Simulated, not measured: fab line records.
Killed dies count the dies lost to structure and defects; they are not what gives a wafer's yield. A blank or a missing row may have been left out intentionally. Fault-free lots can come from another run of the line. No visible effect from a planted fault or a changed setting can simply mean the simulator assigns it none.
8D (eight disciplines) problem report, filled in by code -- flow sky130 -- the parts of the form that need people (team, actions taken, sign-off) are left out

## 1. THE PROBLEM
A mean of 336 is read at SKY_PAD_OPEN_PROBE_99 for killed_at_M0_to_M3, taken on 1 wafer of 1 lot, against 43 (standard deviation 5.9) on wafers free of any fault. That is +50 standard deviations from the usual mean.
Seen first at day 47 22:02 on prober-01, wafer L983.1. The record holds 36 wafers of 12 lots with a number at this step. The rule behind "out" and "out of limits": a value lying over 4 standard deviations away from the usual mean. Any other wafer with a number is counted as sound.

## 2. WHAT IT IS, WHAT IT ISN'T
question,is,is not
which readings at this step,"killed_at_M0_to_M3, defect-limited-yield, killed-dies, killed-on-rim, sort_bin_3_pad_short, sort_bin_5_function, sort_bin_6_memory, sort-n-pass, sort-yield-pct","killed_at_M4_up, killed-at-front-end, killed-at-other"
which lots,L983,"L973, L974, L975, L976, L977, L980, L990, L991, L992, L995, L996"
which wafers of those lots,L983.1,"L983.3, L983.6"
read on which tools,prober-01,prober-02
when,from day 47 22:02,"up to then (18 sound wafers); but 17 sound wafers of L983, L990, L991, L992, L995, L996 came after"

## 3. WHAT RULES OUT EACH SUSPECT
Counting: if a tool at a process step up to the reading ran every lot that is out, it stays a suspect. Sound lots after the first of them don't rule it out here, since some wafers of a struck lot are sound.
- cmp-01 at SKY_VIA1_CMP_24 (polishes, stops on SiO2, t overpolish 15 s, target thk 0 nm): kept. L983, the lot that is out, went through it at day 36 17:48; up to then, the latest sound lot through it was L980 at day 35 22:28.
- pvd-sputter-01 at SKY_VIA4_SPUTTER_17 (material TiN, target thk 20 nm, time 80 s): kept. L983, the lot that is out, went through it at day 45 04:29; up to then, the latest sound lot through it was L980 at day 44 08:30.
- rie-metal-04 at SKY_METAL5_DESCUM_14 (chemistry O2, time 11 s): kept. It ran the lot that is out, L983 (day 46 02:28).
- prober-01 at SKY_PAD_OPEN_PROBE_99: kept. L983, the lot that is out, went through it at day 47 22:02; up to then, the latest sound lot through it was L977 at day 46 16:32. Out on those wafers are its own readings of defect-limited-yield, killed_at_M0_to_M3, killed-dies, killed-on-rim, sort_bin_3_pad_short, sort_bin_5_function, sort_bin_6_memory, sort-n-pass, sort-yield-pct.
- Within cmp-01 at SKY_VIA1_CMP_24: the wafers that are out ran in chamber 0; their sound lot-mates ran in chamber 1.
Left after counting: cmp-01 at SKY_VIA1_CMP_24, pvd-sputter-01 at SKY_VIA4_SPUTTER_17, rie-metal-04 at SKY_METAL5_DESCUM_14, prober-01 at SKY_PAD_OPEN_PROBE_99.

## 4. THE CAUSE (what the simulator had put in)
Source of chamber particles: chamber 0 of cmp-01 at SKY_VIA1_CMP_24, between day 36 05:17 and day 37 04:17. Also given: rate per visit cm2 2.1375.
After counting, 4 suspects remain, this tool included.

## 5. SEQUENCE OF EFFECTS, ordered by route
Each row: a reading whose mean over the struck wafers that have a number lies more than 3 standard deviations from the usual. Only readings whose record carries a usual standard deviation are examined. hours: median over the lots of the time between each lot's start at the first step of this table that gives one and its start at this step. sigmas: the change, counted in usual standard deviations.
hours,step,reading,usual,on struck wafers,change,sigmas
0,SKY_PAD_OPEN_PROBE_99,defect-limited-yield,82.5 %,26.4,-56.1,-31
0,SKY_PAD_OPEN_PROBE_99,killed_at_M0_to_M3,43,336,+293,+50
0,SKY_PAD_OPEN_PROBE_99,killed-dies,86,362,+276,+31
0,SKY_PAD_OPEN_PROBE_99,killed-on-rim,17,68,+51,+14
0,SKY_PAD_OPEN_PROBE_99,killed-open,47,26,-21,-3.0
0,SKY_PAD_OPEN_PROBE_99,sort_bin_3_pad_short,0.9 %,6.1,+5.2,+12
0,SKY_PAD_OPEN_PROBE_99,sort_bin_5_function,10.3 %,53.0,+42.7,+31
0,SKY_PAD_OPEN_PROBE_99,sort_bin_6_memory,6.3 %,14.4,+8.1,+6.8
0,SKY_PAD_OPEN_PROBE_99,sort-n-pass,406,130,-276,-31
0,SKY_PAD_OPEN_PROBE_99,sort-yield-pct,82.5 %,26.4,-56.1,-31
The process steps in it:
- SKY_PAD_OPEN_PROBE_99

## 6. WHAT WOULD HAVE CAUGHT IT SOONER
In this record no reading fell out of limits until day 47 22:02, 281 hours after the fault had begun at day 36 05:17.
No tool reading at SKY_VIA1_CMP_24 that has a usual standard deviation in the record was out on any struck wafer, so an alarm limit of 4 standard deviations on those readings would not have fired.
All the lots that are out (1) had begun SKY_VIA1_CMP_24 on cmp-01 by day 47 22:02. A hold on the tool at that time would have spared none of them.
